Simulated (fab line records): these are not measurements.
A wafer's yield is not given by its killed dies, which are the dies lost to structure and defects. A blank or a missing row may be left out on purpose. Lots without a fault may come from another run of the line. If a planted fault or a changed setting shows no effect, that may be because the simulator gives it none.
Which tool was responsible? + flow sky130 + 12 lots, 36 wafers sampled, at 3 steps of a route of 708

WHAT EACH GAUGE READ, for each wafer
SKY_METAL5_THK_MEAS_06: measures by xrf. Usual: for METAL5_ALCU_THK the level is 1147 nm and the standard deviation is 16.
| lot  | measured     | on            | METAL5_ALCU_THK (nm) | flag |
|------|--------------|---------------|----------------------|------|
| L948 | day 42 22:54 | film metro-02 | 1171 1162 1176       |      |
| L949 | day 43 13:02 | film metro-04 | 1137 1152 1145       |      |
| L954 | day 44 13:20 | film metro-04 | 1141 1135 1146       |      |
| L960 | day 45 20:58 | film metro-02 | 1127 1140 1124       |      |
| L964 | day 46 18:48 | film metro-02 | 1155 1140 1128       |      |
| L965 | day 47 03:11 | film metro-02 | 1161 1172 1167       |      |
| L966 | day 47 05:54 | film metro-03 | 1120 1126 1137       |      |
| L967 | day 47 11:02 | film metro-02 | 1166 1155 1137       |      |
| L968 | day 48 01:18 | film metro-02 | 1171 1165 1158       |      |
| L969 | day 48 14:20 | film metro-02 | 1141 1149 1145       |      |
| L971 | day 48 15:03 | film metro-02 | 1137 1139 1148       |      |
| L970 | day 48 15:19 | film metro-03 | 1136 1138 1140       |      |

WHAT TOOL EACH LOT RAN ON (gives the tool, then ch and the chambers of the sampled wafers, and finally the start)
| lot  | SKY_LI_CONTACT_ETCH_14             | SKY_METAL5_SPUTTER_03        |
|------|------------------------------------|------------------------------|
| L948 | rie diel-04 ch 1,2,3, day 29 10:56 | pvd sputter-02, day 42 22:41 |
| L949 | rie diel-01 ch 0,1,2, day 30 04:08 | pvd sputter-03, day 43 12:50 |
| L954 | rie diel-01 ch 0,1,2, day 31 07:53 | pvd sputter-03, day 44 13:08 |
| L960 | rie diel-02 ch 0,3, day 32 19:47   | pvd sputter-03, day 45 20:47 |
| L964 | rie diel-04 ch 0,1, day 34 01:02   | pvd sputter-02, day 46 18:37 |
| L965 | rie diel-01 ch 0,2,3, day 34 11:26 | pvd sputter-02, day 47 02:59 |
| L966 | rie diel-04 ch 0,1,3, day 34 19:46 | pvd sputter-02, day 47 05:43 |
| L967 | rie diel-04 ch 1,2,3, day 34 23:53 | pvd sputter-03, day 47 10:50 |
| L968 | rie diel-04 ch 1,2, day 35 19:02   | pvd sputter-02, day 48 01:07 |
| L969 | rie diel-02 ch 0,1,3, day 36 09:47 | pvd sputter-03, day 48 14:08 |
| L971 | rie diel-01 ch 0,2,3, day 36 12:17 | pvd sputter-03, day 48 14:50 |
| L970 | rie diel-04 ch 0,1,3, day 36 13:11 | pvd sputter-02, day 48 15:07 |
- SKY_LI_CONTACT_ETCH_14: etches BARC in N2/H2, stops on SiO2, time 45.9 s, target depth 60 nm.
- SKY_METAL5_SPUTTER_03: material Ti, target thk 5 nm, time 3.3 s.

WHAT THE TOOLS THEMSELVES READ (means of the sampled wafers that have a number; where no wafer has one, the mark that the record gives instead)
SKY_LI_CONTACT_ETCH_14. Usual: drypump motor current A 5.7 A, standard deviation 0.39; oes product au 0.853 a.u., standard deviation 0.0048; throttle valve pct 13.224 %, standard deviation 0.0088.
| lot  | tool        | drypump motor current A (A) | oes product au (a.u.) | throttle valve pct (%) | flag |
|------|-------------|-----------------------------|-----------------------|------------------------|------|
| L948 | rie diel-04 | 6.0                         | 0.860                 | 13.230                 |      |
| L949 | rie diel-01 | 5.6                         | 0.851                 | 13.225                 |      |
| L954 | rie diel-01 | 5.6                         | 0.849                 | 13.218                 |      |
| L960 | rie diel-02 | 5.4                         | 0.854                 | 13.216                 |      |
| L964 | rie diel-04 | 5.2                         | 0.854                 | 13.219                 |      |
| L965 | rie diel-01 | 5.8                         | 0.855                 | 13.227                 |      |
| L966 | rie diel-04 | 5.6                         | 0.852                 | 13.223                 |      |
| L967 | rie diel-04 | 6.0                         | 0.857                 | 13.231                 |      |
| L968 | rie diel-04 | 6.0                         | 0.859                 | 13.221                 |      |
| L969 | rie diel-02 | 5.5                         | 0.855                 | 13.226                 |      |
| L971 | rie diel-01 | 5.8                         | 0.852                 | 13.229                 |      |
| L970 | rie diel-04 | 5.6                         | 0.851                 | 13.216                 |      |

SKY_METAL5_SPUTTER_03. Usual: chamber pressure pa 0.4001 Pa, standard deviation 0.00091; throttle valve pct 29.9 %, standard deviation 1.2.
| lot  | tool           | chamber pressure pa (Pa) | throttle valve pct (%) | flag |
|------|----------------|--------------------------|------------------------|------|
| L948 | pvd sputter-02 | 0.3999                   | 29.7                   |      |
| L949 | pvd sputter-03 | 0.3999                   | 30.2                   |      |
| L954 | pvd sputter-03 | 0.4001                   | 30.4                   |      |
| L960 | pvd sputter-03 | 0.4000                   | 28.8                   |      |
| L964 | pvd sputter-02 | 0.3987                   | 30.7                   |      |
| L965 | pvd sputter-02 | 0.4002                   | 30.7                   |      |
| L966 | pvd sputter-02 | 0.4008                   | 29.9                   |      |
| L967 | pvd sputter-03 | 0.4007                   | 30.5                   |      |
| L968 | pvd sputter-02 | 0.3999                   | 28.9                   |      |
| L969 | pvd sputter-03 | 0.3997                   | 28.9                   |      |
| L971 | pvd sputter-03 | 0.4001                   | 28.9                   |      |
| L970 | pvd sputter-02 | 0.4000                   | 30.0                   |      |

THE ANSWER, worked out from the rows above alone
Rule: take the mean of a lot's wafers that have a number; if it is more than 3 standard deviations from the usual mean, the lot is off. Also off: a lot with no number at a reading for which 4 or more lots have one. Where the step has rows for the other lots, those lots are counted as sound. Order of review: gauges by route order, followed by the tools' own readings, for which a lot's mean as printed above is used. The first step at which some lot is off is used, and at that step the reading that is off furthest; a lot without a number counts as furthest.
No lot is off at any reading shown: from this, nothing can be told.

WHAT HAD BEEN PUT IN BY THE SIMULATOR
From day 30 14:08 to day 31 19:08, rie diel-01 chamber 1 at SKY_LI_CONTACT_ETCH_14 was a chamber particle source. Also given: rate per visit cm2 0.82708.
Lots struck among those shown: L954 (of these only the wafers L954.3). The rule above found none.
